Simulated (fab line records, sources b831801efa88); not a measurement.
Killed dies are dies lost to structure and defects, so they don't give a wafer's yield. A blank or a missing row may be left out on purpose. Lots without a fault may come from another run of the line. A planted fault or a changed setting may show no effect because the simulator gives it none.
Which tool did it? | flow sky130 | 14 lots, 42 wafers sampled, at 6 steps of a route of 708

WHAT THE GAUGES READ, wafer by wafer
SKY_RES_XHIGH_TW_MEAS_09. Usual: RES_XHIGH_TW 1624, standard deviation 11.
lot  | measured     | on            | RES_XHIGH_TW   | flag
L732 | day 26 19:28 | film_metro-02 | 1613 1615 1612 |
L733 | day 26 20:42 | film_metro-02 | 1603 1612 1613 |
L734 | day 27 13:02 | film_metro-02 | 1622 1612 1621 |
L735 | day 27 21:23 | film_metro-04 | 1617 1630 1628 |
L738 | day 28 18:14 | film_metro-01 | 1618 1618 1612 |
L740 | day 29 22:49 | film_metro-04 | 1641 1642 1648 |
L742 | day 30 07:49 | film_metro-04 | 30 30 30       | OFF
L743 | day 30 21:41 | film_metro-02 | 30 30 30       | OFF
L745 | day 31 10:37 | film_metro-02 | 1616 1621 1618 |
L748 | day 32 03:08 | film_metro-04 | 1643 1637 1640 |
L750 | day 32 23:38 | film_metro-04 | 1648 1633 1643 |
L751 | day 33 05:46 | film_metro-01 | 1614 1630 1619 |
L754 | day 33 19:03 | film_metro-04 | 1640 1627 1642 |
L755 | day 34 06:55 | film_metro-01 | 1633 1626 1630 |

WHICH TOOL RAN EACH LOT (tool, then ch and the chambers of the sampled wafers, then the start)
lot  | SKY_LDD_HVP_STRIP_09                 | SKY_POLY_CUT_ETCH_10               | SKY_POLY_CUT_STRIP_12                | SKY_SD_P_STRIP_10                    | SKY_RES_XHIGH_STRIP_08
L732 | plasma_asher-03 ch 0,1, day 21 17:10 | rie_diel-03 ch 0,1,3, day 24 08:46 | plasma_asher-03 ch 0,1, day 24 08:51 | plasma_asher-03 ch 0,1, day 25 15:04 | plasma_asher-03 ch 0,1, day 26 19:22
L733 | plasma_asher-03 ch 0,1, day 21 18:10 | rie_diel-02 ch 0,1,2, day 24 09:52 | plasma_asher-02 ch 0,1, day 24 09:56 | plasma_asher-03 ch 0,1, day 25 16:16 | plasma_asher-04 ch 0,1, day 26 20:36
L734 | plasma_asher-03 ch 0,1, day 22 12:11 | rie_diel-02 ch 1,2, day 25 02:53   | plasma_asher-02 ch 0,1, day 25 02:58 | plasma_asher-03 ch 0,1, day 26 08:17 | plasma_asher-03 ch 1, day 27 12:56
L735 | plasma_asher-02 ch 0,1, day 22 20:56 | rie_diel-01 ch 1,3, day 25 11:14   | plasma_asher-03 ch 0, day 25 11:19   | plasma_asher-01 ch 0,1, day 26 16:38 | plasma_asher-02 ch 0,1, day 27 21:17
L738 | plasma_asher-03 ch 0,1, day 23 19:22 | rie_diel-03 ch 2,3, day 26 08:50   | plasma_asher-03 ch 0,1, day 26 08:57 | plasma_asher-04 ch 0,1, day 27 13:42 | plasma_asher-02 ch 0,1, day 28 18:10
L740 | plasma_asher-02 ch 0,1, day 24 23:14 | rie_diel-02 ch 0,1,2, day 27 13:29 | plasma_asher-01 ch 0,1, day 27 13:36 | plasma_asher-01 ch 0,1, day 28 18:26 | plasma_asher-03 ch 0,1, day 29 22:44
L742 | plasma_asher-04 ch 0,1, day 25 10:55 | rie_diel-01 ch 0,2, day 27 23:23   | plasma_asher-01 ch 0,1, day 27 23:28 | plasma_asher-03 ch 0,1, day 29 04:10 | plasma_asher-04 ch 0,1, day 30 07:42
L743 | plasma_asher-04 ch 0,1, day 25 23:35 | rie_diel-02 ch 0,2, day 28 12:46   | plasma_asher-01 ch 0,1, day 28 12:50 | plasma_asher-03 ch 0,1, day 29 17:31 | plasma_asher-03 ch 0,1, day 30 21:35
L745 | plasma_asher-04 ch 0,1, day 26 14:13 | rie_diel-02 ch 2,3, day 29 01:40   | plasma_asher-02 ch 0,1, day 29 01:47 | plasma_asher-01 ch 0,1, day 30 06:06 | plasma_asher-03 ch 0,1, day 31 10:32
L748 | plasma_asher-02 ch 0,1, day 27 09:26 | rie_diel-01 ch 1,2, day 29 21:10   | plasma_asher-03 ch 0,1, day 29 21:17 | plasma_asher-04 ch 0,1, day 31 00:48 | plasma_asher-02 ch 0,1, day 32 03:02
L750 | plasma_asher-03 ch 0,1, day 28 05:49 | rie_diel-01 ch 2,3, day 30 16:28   | plasma_asher-02 ch 0,1, day 30 16:32 | plasma_asher-03 ch 1, day 31 20:18   | plasma_asher-04 ch 0,1, day 32 23:32
L751 | plasma_asher-04 ch 0,1, day 28 13:11 | rie_diel-01 ch 1,3, day 31 00:35   | plasma_asher-02 ch 0,1, day 31 00:40 | plasma_asher-04 ch 0, day 32 02:54   | plasma_asher-02 ch 0,1, day 33 05:40
L754 | plasma_asher-03 ch 0,1, day 29 05:28 | rie_diel-03 ch 0,1,3, day 31 13:19 | plasma_asher-01 ch 0,1, day 31 13:25 | plasma_asher-04 ch 0,1, day 32 16:23 | plasma_asher-03 ch 0,1, day 33 18:58
L755 | plasma_asher-02 ch 1, day 29 15:25   | rie_diel-02 ch 0,3, day 32 01:22   | plasma_asher-02 ch 0,1, day 32 01:26 | plasma_asher-03 ch 0, day 33 04:43   | plasma_asher-02 ch 1, day 34 06:48
- SKY_LDD_HVP_STRIP_09: strips in O2/N2.
- SKY_POLY_CUT_ETCH_10: etches BARC in N2/H2, stops on SiO2, time 45.9 s, target depth 60 nm.
- SKY_POLY_CUT_STRIP_12: strips in O2/N2.
- SKY_SD_P_STRIP_10: strips in O2/N2.
- SKY_RES_XHIGH_STRIP_08: strips in O2/N2.

WHAT THE TOOLS THEMSELVES READ (means of the sampled wafers that have a number; where no wafer has one, the mark that the record gives instead)
SKY_LDD_HVP_STRIP_09. Usual: chamber_pressure_mTorr 1500.0 mTorr, standard deviation 1.4; drypump_motor_current_A 5.7 A, standard deviation 0.55; oes_product_au 0.409 a.u., standard deviation 0.005; strip_time_to_endpoint_s 4.139 s, standard deviation 0.015.
lot  | tool            | chamber_pressure_mTorr (mTorr) | drypump_motor_current_A (A) | oes_product_au (a.u.) | strip_time_to_endpoint_s (s) | flag
L732 | plasma_asher-03 | 1499.6                         | 5.7                         | 0.410                 | 4.138                        |
L733 | plasma_asher-03 | 1500.4                         | 5.7                         | 0.410                 | 4.146                        |
L734 | plasma_asher-03 | 1498.1                         | 5.6                         | 0.407                 | 4.133                        |
L735 | plasma_asher-02 | 1500.6                         | 5.7                         | 0.411                 | 4.134                        |
L738 | plasma_asher-03 | 1499.9                         | 5.5                         | 0.413                 | 4.137                        |
L740 | plasma_asher-02 | 1500.0                         | 5.2                         | 0.412                 | 4.148                        |
L742 | plasma_asher-04 | 1499.2                         | 6.3                         | 0.407                 | 4.135                        |
L743 | plasma_asher-04 | 1499.9                         | 6.2                         | 0.405                 | 4.147                        |
L745 | plasma_asher-04 | 1501.7                         | 6.3                         | 0.412                 | 4.155                        |
L748 | plasma_asher-02 | 1498.8                         | 5.7                         | 0.408                 | 4.139                        |
L750 | plasma_asher-03 | 1499.8                         | 5.6                         | 0.404                 | 4.151                        |
L751 | plasma_asher-04 | 1500.0                         | 6.3                         | 0.411                 | 4.143                        |
L754 | plasma_asher-03 | 1500.1                         | 5.7                         | 0.407                 | 4.126                        |
L755 | plasma_asher-02 | 1499.8                         | 4.7                         | 0.408                 | 4.121                        |

SKY_POLY_CUT_ETCH_10. Usual: drypump_motor_current_A 5.6 A, standard deviation 0.43; oes_product_au 0.855 a.u., standard deviation 0.0048; throttle_valve_pct 13.225 %, standard deviation 0.009.
lot  | tool        | drypump_motor_current_A (A) | oes_product_au (a.u.) | throttle_valve_pct (%) | flag
L732 | rie_diel-03 | 5.5                         | 0.856                 | 13.227                 |
L733 | rie_diel-02 | 5.5                         | 0.848                 | 13.235                 |
L734 | rie_diel-02 | 5.5                         | 0.855                 | 13.214                 |
L735 | rie_diel-01 | 5.4                         | 0.859                 | 13.222                 |
L738 | rie_diel-03 | 5.8                         | 0.859                 | 13.226                 |
L740 | rie_diel-02 | 5.5                         | 0.854                 | 13.219                 |
L742 | rie_diel-01 | 6.0                         | 0.855                 | 13.224                 |
L743 | rie_diel-02 | 5.3                         | 0.856                 | 13.227                 |
L745 | rie_diel-02 | 5.3                         | 0.854                 | 13.225                 |
L748 | rie_diel-01 | 5.6                         | 0.856                 | 13.227                 |
L750 | rie_diel-01 | 6.1                         | 0.857                 | 13.224                 |
L751 | rie_diel-01 | 5.5                         | 0.858                 | 13.219                 |
L754 | rie_diel-03 | 5.6                         | 0.852                 | 13.224                 |
L755 | rie_diel-02 | 5.2                         | 0.855                 | 13.223                 |

SKY_POLY_CUT_STRIP_12. Usual: chamber_pressure_mTorr 1499.9 mTorr, standard deviation 1.3; drypump_motor_current_A 5.6 A, standard deviation 0.64; oes_product_au 0.452 a.u., standard deviation 0.0042; strip_time_to_endpoint_s 5.359 s, standard deviation 0.019.
lot  | tool            | chamber_pressure_mTorr (mTorr) | drypump_motor_current_A (A) | oes_product_au (a.u.) | strip_time_to_endpoint_s (s) | flag
L732 | plasma_asher-03 | 1500.3                         | 5.6                         | 0.451                 | 5.337                        |
L733 | plasma_asher-02 | 1500.6                         | 5.6                         | 0.448                 | 5.352                        |
L734 | plasma_asher-02 | 1500.8                         | 5.6                         | 0.447                 | 5.358                        |
L735 | plasma_asher-03 | 1500.6                         | 5.4                         | 0.451                 | 5.382                        |
L738 | plasma_asher-03 | 1500.2                         | 5.6                         | 0.452                 | 5.361                        |
L740 | plasma_asher-01 | 1500.2                         | 5.6                         | 0.451                 | 5.366                        |
L742 | plasma_asher-01 | 1500.2                         | 6.1                         | 0.451                 | 5.374                        |
L743 | plasma_asher-01 | 1498.9                         | 5.5                         | 0.455                 | 5.346                        |
L745 | plasma_asher-02 | 1501.3                         | 5.2                         | 0.457                 | 5.352                        |
L748 | plasma_asher-03 | 1498.9                         | 5.5                         | 0.455                 | 5.361                        |
L750 | plasma_asher-02 | 1500.7                         | 5.6                         | 0.453                 | 5.352                        |
L751 | plasma_asher-02 | 1499.6                         | 5.2                         | 0.457                 | 5.376                        |
L754 | plasma_asher-01 | 1498.9                         | 6.1                         | 0.455                 | 5.368                        |
L755 | plasma_asher-02 | 1499.8                         | 5.2                         | 0.454                 | 5.363                        |

SKY_SD_P_STRIP_10. Usual: chamber_pressure_mTorr 1500.0 mTorr, standard deviation 1.4; drypump_motor_current_A 6.0 A, standard deviation 0.49; oes_product_au 0.617 a.u., standard deviation 0.0047; strip_time_to_endpoint_s 17.49 s, standard deviation 0.05.
lot  | tool            | chamber_pressure_mTorr (mTorr) | drypump_motor_current_A (A) | oes_product_au (a.u.) | strip_time_to_endpoint_s (s) | flag
L732 | plasma_asher-03 | 1500.8                         | 5.7                         | 0.616                 | 17.55                        |
L733 | plasma_asher-03 | 1501.0                         | 5.7                         | 0.611                 | 17.55                        |
L734 | plasma_asher-03 | 1500.6                         | 5.7                         | 0.617                 | 17.57                        |
L735 | plasma_asher-01 | 1500.5                         | 5.5                         | 0.611                 | 17.52                        |
L738 | plasma_asher-04 | 1501.5                         | 6.3                         | 0.614                 | 17.51                        |
L740 | plasma_asher-01 | 1498.1                         | 5.5                         | 0.617                 | 17.56                        |
L742 | plasma_asher-03 | -                              | -                           | -                     | -                            | OFF
L743 | plasma_asher-03 | -                              | -                           | -                     | -                            | OFF
L745 | plasma_asher-01 | 1499.4                         | 5.6                         | 0.615                 | 17.43                        |
L748 | plasma_asher-04 | 1501.8                         | 6.3                         | 0.626                 | 17.43                        |
L750 | plasma_asher-03 | 1500.6                         | 5.9                         | 0.616                 | 17.46                        |
L751 | plasma_asher-04 | 1501.4                         | 6.4                         | 0.620                 | 17.51                        |
L754 | plasma_asher-04 | 1499.7                         | 6.3                         | 0.622                 | 17.55                        |
L755 | plasma_asher-03 | 1500.0                         | 5.5                         | 0.618                 | 17.49                        |

SKY_RES_XHIGH_STRIP_08. Usual: chamber_pressure_mTorr 1500.0 mTorr, standard deviation 1.3; drypump_motor_current_A 5.8 A, standard deviation 0.52; oes_product_au 0.712 a.u., standard deviation 0.0041; strip_time_to_endpoint_s 14.29 s, standard deviation 0.049.
lot  | tool            | chamber_pressure_mTorr (mTorr) | drypump_motor_current_A (A) | oes_product_au (a.u.) | strip_time_to_endpoint_s (s) | flag
L732 | plasma_asher-03 | 1500.6                         | 5.6                         | 0.717                 | 14.33                        |
L733 | plasma_asher-04 | 1500.0                         | 6.3                         | 0.711                 | 14.29                        |
L734 | plasma_asher-03 | 1501.2                         | 5.8                         | 0.712                 | 14.31                        |
L735 | plasma_asher-02 | 1499.7                         | 5.6                         | 0.712                 | 14.37                        |
L738 | plasma_asher-02 | 1500.7                         | 5.2                         | 0.713                 | 14.27                        |
L740 | plasma_asher-03 | 1499.8                         | 5.6                         | 0.713                 | 14.26                        |
L742 | plasma_asher-04 | 1500.6                         | 6.2                         | 0.718                 | 31.44                        | OFF
L743 | plasma_asher-03 | 1499.6                         | 5.5                         | 0.716                 | 31.18                        | OFF
L745 | plasma_asher-03 | 1501.6                         | 5.6                         | 0.711                 | 14.24                        |
L748 | plasma_asher-02 | 1500.0                         | 5.7                         | 0.714                 | 14.26                        |
L750 | plasma_asher-04 | 1500.2                         | 6.3                         | 0.711                 | 14.33                        |
L751 | plasma_asher-02 | 1499.9                         | 5.2                         | 0.717                 | 14.32                        |
L754 | plasma_asher-03 | 1499.4                         | 5.5                         | 0.711                 | 14.22                        |
L755 | plasma_asher-02 | 1499.0                         | 4.8                         | 0.712                 | 14.24                        |

THE ANSWER, worked out from the rows above alone
Rule: a lot is off if the mean of its wafers that have a number lies more than 3 standard deviations from the usual mean. A lot without any number at a reading at which 4 lots or more have one is off too. The other lots that the step has rows for count as sound. The gauges are gone through in route order, then the tools' own readings, and for those a lot's mean is taken as printed above. The first step at which some lot is off is used, and at that step the reading that is off furthest; a lot without a number counts as furthest.
Off: L742, L743, at SKY_RES_XHIGH_TW_MEAS_09 (RES_XHIGH_TW).
A tool fits if, at a process step before that reading, it ran every lot that is off, and no sound lot after the first of them. The gauges at SKY_RES_XHIGH_TW_MEAS_09 aren't tried: what is off there is off at SKY_SD_P_STRIP_10 too, on other tools, and a gauge's error can't cause that. None of those tried fits.

WHAT THE SIMULATOR HAD PUT IN
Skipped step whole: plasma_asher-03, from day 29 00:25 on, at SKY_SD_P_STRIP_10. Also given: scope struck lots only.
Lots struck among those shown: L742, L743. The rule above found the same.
